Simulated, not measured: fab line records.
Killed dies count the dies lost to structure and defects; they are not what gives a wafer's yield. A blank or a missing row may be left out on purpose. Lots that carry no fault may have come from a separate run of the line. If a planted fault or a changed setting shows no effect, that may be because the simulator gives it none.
fab line records -- flow sky130
[record] lots = 13, wafers = 39, last_day = 50
route steps=708 shown NWELL@79 VT_ADJUST_NCORE@130 VT_ADJUST_HVTR@140 RES_PROTECT@215 PAD_OPEN@708
lots that met no fault: taken from a fault-free run of the same line
start_h: the number of hours between the record's first day and the start of the first shown wafer of the lot -- wait_h: hours from the lot's prior step to this one -- " the same as in the row above -- L1.1+2: a single row standing in for several wafers -- - value missing, or start not given -- * or withheld: withheld -- < > ~ a bound
route shown NAME@n: names a module that has steps shown in the file, with the first one's number in the route -- usual: mean/standard deviation taken from wafers without a fault -- same: alike in all rows -- chamber/n: place in a boat -- sites: per-site readings -- _std_site: standard deviation of those values -- _edge_site: the outer-site mean with the inner-site mean subtracted -- radius_mm: for every site, how far away it sits from the centre of the wafer -- mask NAME#n: copy n -- behind: tool/chamber where the wafer was last shaped -- hold: why the lot was held/for how many hours/how that ended -- device: which transistor (n, p or np) failed to switch -- end of line: tests of these same wafers at the route's end -- a step without rows: its recipe alone -- killed: the dies lost at the first sort to structure and to defects; this is not the yield of the wafer -- map: a wafer's dies, x killed, . not, _ none there
set.NAME: the setting the step ran with; set.NAME@STEP: the setting that earlier step ran with -- model.NAME: the simulator's own value behind a step, which no gauge read
route steps across a sampled set of lots; one table per step, one row per wafer
services: from which hour (start_h, from the record's first day; less than 0 if before it) a tool's chamber was out of use, for how many hours, and why
[[steps]]
[step SKY_NWELL_TW_MEAS_26]
[usual] NWELL_2_TW = 494/7.8
lot.wafer,tool,chamber,start_h,wait_h,NWELL_2_TW
L353.1,film_metro-03,-,105.47,0.1,500
L353.3,film_metro-03,-,105.47,0.1,497
L353.6,film_metro-03,-,105.47,0.1,498
L354.1,film_metro-03,-,111.82,0.1,497
L354.3,film_metro-03,-,111.82,0.1,500
L354.6,film_metro-03,-,111.82,0.1,498
L355.1,film_metro-04,-,115.16,0.1,491
L355.3,film_metro-04,-,115.16,0.1,493
L355.4,film_metro-04,-,115.16,0.1,491
L361.1,film_metro-01,-,152.86,0.1,483
L361.2,film_metro-01,-,152.86,0.1,484
L361.3,film_metro-01,-,152.86,0.1,481
L364.1,film_metro-03,-,172.34,0.1,497
L364.3,film_metro-03,-,172.34,0.1,500
L364.6,film_metro-03,-,172.34,0.1,500
L367.1,film_metro-04,-,196.51,0.1,499
L367.3,film_metro-04,-,196.51,0.1,497
L367.4,film_metro-04,-,196.51,0.1,495
L368.3,film_metro-03,-,201.39,0.1,501
L368.4,film_metro-03,-,201.39,0.1,501
L368.5,film_metro-03,-,201.39,0.1,505
L369.1,film_metro-01,-,201.72,0.1,484
L369.2,film_metro-01,-,201.72,0.1,481
L369.3,film_metro-01,-,201.72,0.1,482
L371.2,film_metro-01,-,220.28,0.1,485
L371.3,film_metro-01,-,220.28,0.1,486
L371.4,film_metro-01,-,220.28,0.1,483
L372.2,film_metro-04,-,223.15,0.1,496
L372.5,film_metro-04,-,223.15,0.1,495
L372.6,film_metro-04,-,223.15,0.1,495
L374.2,film_metro-04,-,236.38,0.1,498
L374.4,film_metro-04,-,236.38,0.1,495
L374.5,film_metro-04,-,236.38,0.1,497
L373.1,film_metro-03,-,237.62,0.1,505
L373.4,film_metro-03,-,237.62,0.1,509
L373.5,film_metro-03,-,237.62,0.1,508
L376.3,film_metro-03,-,246.21,0.1,504
L376.4,film_metro-03,-,246.21,0.1,506
L376.6,film_metro-03,-,246.21,0.1,508
[step SKY_VT_ADJUST_NCORE_TW_MEAS_11]
[usual] VT_ADJUST_NCORE_TW = 219.5/2.4
lot.wafer,tool,chamber,start_h,wait_h,VT_ADJUST_NCORE_TW
L353.1,film_metro-03,-,182.44,0.1,221.4
L353.3,film_metro-03,-,182.44,0.1,220.5
L353.6,film_metro-03,-,182.44,0.1,221.4
L354.1,film_metro-02,-,190.80,0.1,218.4
L354.3,film_metro-02,-,190.80,0.1,217.9
L354.6,film_metro-02,-,190.80,0.1,220.0
L355.1,film_metro-03,-,195.76,0.1,222.8
L355.3,film_metro-03,-,195.76,0.1,222.4
L355.4,film_metro-03,-,195.76,0.1,221.9
L361.1,film_metro-04,-,239.81,0.1,219.6
L361.2,film_metro-04,-,239.81,0.1,220.8
L361.3,film_metro-04,-,239.81,0.1,219.7
L364.1,film_metro-02,-,262.96,0.1,216.5
L364.3,film_metro-02,-,262.96,0.1,217.3
L364.6,film_metro-02,-,262.96,0.1,216.4
L367.1,film_metro-02,-,290.91,0.1,216.4
L367.3,film_metro-02,-,290.91,0.1,217.9
L367.4,film_metro-02,-,290.91,0.1,217.3
L368.3,film_metro-02,-,296.58,0.1,217.5
L368.4,film_metro-02,-,296.58,0.1,216.4
L368.5,film_metro-02,-,296.58,0.1,218.5
L369.1,film_metro-03,-,297.40,0.1,222.7
L369.2,film_metro-03,-,297.40,0.1,222.7
L369.3,film_metro-03,-,297.40,0.1,222.7
L371.2,film_metro-03,-,317.15,0.1,222.4
L371.3,film_metro-03,-,317.15,0.1,222.6
L371.4,film_metro-03,-,317.15,0.1,222.4
L372.2,film_metro-02,-,321.45,0.1,217.7
L372.5,film_metro-02,-,321.45,0.1,217.6
L372.6,film_metro-02,-,321.45,0.1,218.7
L374.2,film_metro-02,-,336.92,0.1,215.9
L374.4,film_metro-02,-,336.92,0.1,215.7
L374.5,film_metro-02,-,336.92,0.1,216.0
L373.1,film_metro-03,-,338.49,0.1,222.9
L373.4,film_metro-03,-,338.49,0.1,224.8
L373.5,film_metro-03,-,338.49,0.1,222.6
L376.3,film_metro-02,-,349.03,0.1,216.5
L376.4,film_metro-02,-,349.03,0.1,215.6
L376.6,film_metro-02,-,349.03,0.1,217.2
[step SKY_VT_ADJUST_HVTR_IMPLANT_09]
[recipe] species = B, energy_kev = 10, dose_cm2 = 2.1e+12, tilt_deg = withheld
[usual] dose_ions_cm2 = 2.1003e+12/2.2e+09, faraday_current_uA = 11.83/0.24
lot.wafer,tool,chamber,start_h,wait_h,dose_ions_cm2,faraday_current_uA
L353.1,implanter-03,0,203.61,0.0,2.1002e+12,11.71
L353.3,implanter-03,0,203.61,0.0,2.0999e+12,11.95
L353.6,implanter-03,0,203.61,0.0,2.1029e+12,11.86
L354.1,implanter-01,0,211.46,0.0,2.1003e+12,12.25
L354.3,implanter-01,0,211.46,0.0,2.0986e+12,12.11
L354.6,implanter-01,0,211.46,0.0,2.1017e+12,11.99
L355.1,implanter-01,0,216.99,0.0,2.0998e+12,11.74
L355.3,implanter-01,0,216.99,0.0,2.1005e+12,11.86
L355.4,implanter-01,0,216.99,0.0,2.0969e+12,11.72
L361.1,implanter-04,0,263.61,0.0,1.64e+12,9.39
L361.2,implanter-04,0,263.61,0.0,1.6401e+12,9.32
L361.3,implanter-04,0,263.61,0.0,1.6417e+12,9.40
L364.1,implanter-04,0,287.49,0.0,1.6444e+12,9.20
L364.3,implanter-04,0,287.49,0.0,1.6421e+12,9.06
L364.6,implanter-04,0,287.49,0.0,1.6422e+12,9.26
L367.1,implanter-01,0,316.08,0.0,2.1017e+12,11.82
L367.3,implanter-01,0,316.08,0.0,2.0982e+12,11.66
L367.4,implanter-01,0,316.08,0.0,2.1024e+12,11.90
L368.3,implanter-03,0,321.76,0.1,2.0988e+12,11.38
L368.4,implanter-03,0,321.76,0.1,2.0969e+12,12.20
L368.5,implanter-03,0,321.76,0.1,2.097e+12,11.97
L369.1,implanter-03,0,322.79,0.0,2.0996e+12,12.22
L369.2,implanter-03,0,322.79,0.0,2.0976e+12,11.84
L369.3,implanter-03,0,322.79,0.0,2.0986e+12,11.69
L371.2,implanter-01,0,344.31,0.0,2.102e+12,11.90
L371.3,implanter-01,0,344.31,0.0,2.0993e+12,11.65
L371.4,implanter-01,0,344.31,0.0,2.0992e+12,11.70
L372.2,implanter-03,0,348.86,0.0,2.0976e+12,12.05
L372.5,implanter-03,0,348.86,0.0,2.1011e+12,11.69
L372.6,implanter-03,0,348.86,0.0,2.0991e+12,11.63
L374.2,implanter-03,0,363.86,0.0,2.1017e+12,11.67
L374.4,implanter-03,0,363.86,0.0,2.1035e+12,11.59
L374.5,implanter-03,0,363.86,0.0,2.1021e+12,11.72
L373.1,implanter-01,0,365.18,0.0,2.1048e+12,11.82
L373.4,implanter-01,0,365.18,0.0,2.0976e+12,11.49
L373.5,implanter-01,0,365.18,0.0,2.1005e+12,11.64
L376.3,implanter-01,0,375.53,0.1,2.0996e+12,12.10
L376.4,implanter-01,0,375.53,0.1,2.1004e+12,11.74
L376.6,implanter-01,0,375.53,0.1,2.1033e+12,11.75
[step SKY_VT_ADJUST_HVTR_TW_MEAS_11]
[usual] VT_ADJUST_HVTR_TW = 210/3.8
lot.wafer,tool,chamber,start_h,wait_h,VT_ADJUST_HVTR_TW
L353.1,film_metro-04,-,203.86,0.1,211
L353.3,film_metro-04,-,203.86,0.1,211
L353.6,film_metro-04,-,203.86,0.1,211
L354.1,film_metro-04,-,211.71,0.1,213
L354.3,film_metro-04,-,211.71,0.1,211
L354.6,film_metro-04,-,211.71,0.1,212
L355.1,film_metro-03,-,217.24,0.1,215
L355.3,film_metro-03,-,217.24,0.1,215
L355.4,film_metro-03,-,217.24,0.1,216
L361.1,film_metro-01,-,263.86,0.1,192
L361.2,film_metro-01,-,263.86,0.1,192
L361.3,film_metro-01,-,263.86,0.1,191
L364.1,film_metro-04,-,287.74,0.1,198
L364.3,film_metro-04,-,287.74,0.1,198
L364.6,film_metro-04,-,287.74,0.1,198
L367.1,film_metro-04,-,316.33,0.1,212
L367.3,film_metro-04,-,316.33,0.1,212
L367.4,film_metro-04,-,316.33,0.1,213
L368.3,film_metro-01,-,321.98,0.1,207
L368.4,film_metro-01,-,321.98,0.1,206
L368.5,film_metro-01,-,321.98,0.1,206
L369.1,film_metro-04,-,323.04,0.1,213
L369.2,film_metro-04,-,323.04,0.1,212
L369.3,film_metro-04,-,323.04,0.1,212
L371.2,film_metro-03,-,344.54,0.1,215
L371.3,film_metro-03,-,344.54,0.1,215
L371.4,film_metro-03,-,344.54,0.1,214
L372.2,film_metro-01,-,349.09,0.1,204
L372.5,film_metro-01,-,349.09,0.1,205
L372.6,film_metro-01,-,349.09,0.1,205
L374.2,film_metro-01,-,364.09,0.1,207
L374.4,film_metro-01,-,364.09,0.1,205
L374.5,film_metro-01,-,364.09,0.1,206
L373.1,film_metro-04,-,365.43,0.1,211
L373.4,film_metro-04,-,365.43,0.1,210
L373.5,film_metro-04,-,365.43,0.1,210
L376.3,film_metro-03,-,375.75,0.1,215
L376.4,film_metro-03,-,375.75,0.1,215
L376.6,film_metro-03,-,375.75,0.1,214
[step SKY_RES_PROTECT_TW_MEAS_08]
[usual] POLY_GATE_TW = 4017/61
lot.wafer,tool,chamber,start_h,wait_h,POLY_GATE_TW
L353.1,film_metro-03,-,336.88,0.1,4099
L353.3,film_metro-03,-,336.88,0.1,4095
L353.6,film_metro-03,-,336.88,0.1,4117
L354.1,film_metro-03,-,343.78,0.1,4108
L354.3,film_metro-03,-,343.78,0.1,4102
L354.6,film_metro-03,-,343.78,0.1,4105
L355.1,film_metro-03,-,350.93,0.1,4106
L355.3,film_metro-03,-,350.93,0.1,4101
L355.4,film_metro-03,-,350.93,0.1,4108
L361.1,film_metro-02,-,415.32,0.1,3983
L361.2,film_metro-02,-,415.32,0.1,3992
L361.3,film_metro-02,-,415.32,0.1,3992
L364.1,film_metro-01,-,443.22,0.1,3927
L364.3,film_metro-01,-,443.22,0.1,3923
L364.6,film_metro-01,-,443.22,0.1,3920
L367.1,film_metro-03,-,478.23,0.1,4092
L367.3,film_metro-03,-,478.23,0.1,4100
L367.4,film_metro-03,-,478.23,0.1,4108
L369.1,film_metro-02,-,486.93,0.1,4023
L369.2,film_metro-02,-,486.93,0.1,4037
L369.3,film_metro-02,-,486.93,0.1,4023
L368.3,film_metro-02,-,488.55,0.1,4024
L368.4,film_metro-02,-,488.55,0.1,4055
L368.5,film_metro-02,-,488.55,0.1,4025
L371.2,film_metro-01,-,504.19,0.1,3919
L371.3,film_metro-01,-,504.19,0.1,3917
L371.4,film_metro-01,-,504.19,0.1,3942
L372.2,film_metro-02,-,505.14,0.1,3988
L372.5,film_metro-02,-,505.14,0.1,3976
L372.6,film_metro-02,-,505.14,0.1,3974
L374.2,film_metro-02,-,522.74,0.1,4011
L374.4,film_metro-02,-,522.74,0.1,3990
L374.5,film_metro-02,-,522.74,0.1,4005
L373.1,film_metro-01,-,529.12,0.1,3916
L373.4,film_metro-01,-,529.12,0.1,3935
L373.5,film_metro-01,-,529.12,0.1,3943
L376.3,film_metro-03,-,537.00,0.1,4080
L376.4,film_metro-03,-,537.00,0.1,4082
L376.6,film_metro-03,-,537.00,0.1,4069
[step SKY_PAD_OPEN_PROBE_99]
[usual] killed_at_M0_to_M3 = 43/7.1, killed_at_M4_up = 3.2/1.7, killed_at_contacts = 24/5.6, killed_at_front_end = 16/5, killed_at_other = 0.4/0.68, killed_dies = 86/9.3, killed_open = 47/7.1, killed_short = 39/5.7
[same] gross_dies = 492, killed_at_back_side = 0
lot.wafer,tool,chamber,start_h,wait_h,killed_at_M0_to_M3,killed_at_M4_up,killed_at_contacts,killed_at_front_end,killed_at_other,killed_dies,killed_open,killed_short
L364.1,prober-02,-,1142.67,0.1,37,1,28,14,0,80,50,30
L364.3,prober-02,-,1142.77,0.2,40,4,25,7,0,76,44,32
L364.6,prober-02,-,1142.92,0.2,48,2,26,10,0,86,44,42
// killed by level:class
L364.1 LI_CONTACT:geometric_particle:open=13 CONTACT:geometric_particle:open=10 VIA2:geometric_particle:open=7 VIA1:geometric_particle:open=6 VIA2:geometric_particle:short=5 POLY_GATE:geometric_particle:short=4 VIA3:geometric_particle:open=4 FIELD_ISO:geometric_particle:short=3
L364.3 CONTACT:geometric_particle:open=9 LI_CONTACT:geometric_particle:open=7 VIA2:geometric_particle:open=7 VIA2:geometric_particle:short=7 CONTACT:geometric_particle:short=5 METAL1:geometric_particle:short=5 VIA1:geometric_particle:open=5 METAL2:geometric_particle:short=4
L364.6 VIA1:geometric_particle:open=9 LI_CONTACT:geometric_particle:open=8 METAL1:geometric_particle:short=7 VIA2:geometric_particle:open=7 LI_CONTACT:geometric_particle:short=6 METAL2:geometric_particle:short=6 CONTACT:geometric_particle:open=5 FIELD_ISO:geometric_particle:short=4
[[services]]
tool,chamber,start_h,hours,kind
implanter-03,-,184.48,2.4,repair
implanter-04,-,192.85,3.6,pm
implanter-04,-,213.52,4.1,pm
implanter-01,-,224.24,0.8,repair
implanter-04,-,249.08,0.6,repair
implanter-01,-,275.73,3.3,repair
implanter-04,-,328.76,6.2,repair
implanter-03,-,334.44,2.4,repair
[[key]]
[first_sign] step = SKY_VT_ADJUST_HVTR_IMPLANT_09, reading = dose_ions_cm2, direction = down, sigmas = 99+, usual = *, struck = *
[effect] step = SKY_VT_ADJUST_HVTR_IMPLANT_09, reading = faraday_current_uA, direction = down, sigmas = 11, usual = 11.83, struck = 9.27
[effect] step = SKY_VT_ADJUST_HVTR_TW_MEAS_11, reading = VT_ADJUST_HVTR_TW, direction = down, sigmas = 4, usual = 210, struck = 195
met_at SKY_VT_ADJUST_HVTR_IMPLANT_09
struck_lots L361,L364
tester_left_out L361,L364
not_acting_at SKY_NWELL_TW_MEAS_26,SKY_VT_ADJUST_NCORE_TW_MEAS_11,SKY_RES_PROTECT_TW_MEAS_08
[fault] kind = process_parameter_drift, tool = implanter-04, chamber = -, onset_h = 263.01, steps = SKY_VT_ADJUST_HVTR_IMPLANT_09, channel = dose_cm2, offset = *, shape = step, end_h = 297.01, acts_in = *, stated = *
// tester_left_out: of these lots the tester's yield and bins aren't shown, on N5 and GAA mostly nor the transistor test; their killed dies are dies lost to structure and defects alone, not to doping, threshold or leakage, so they don't give the yield
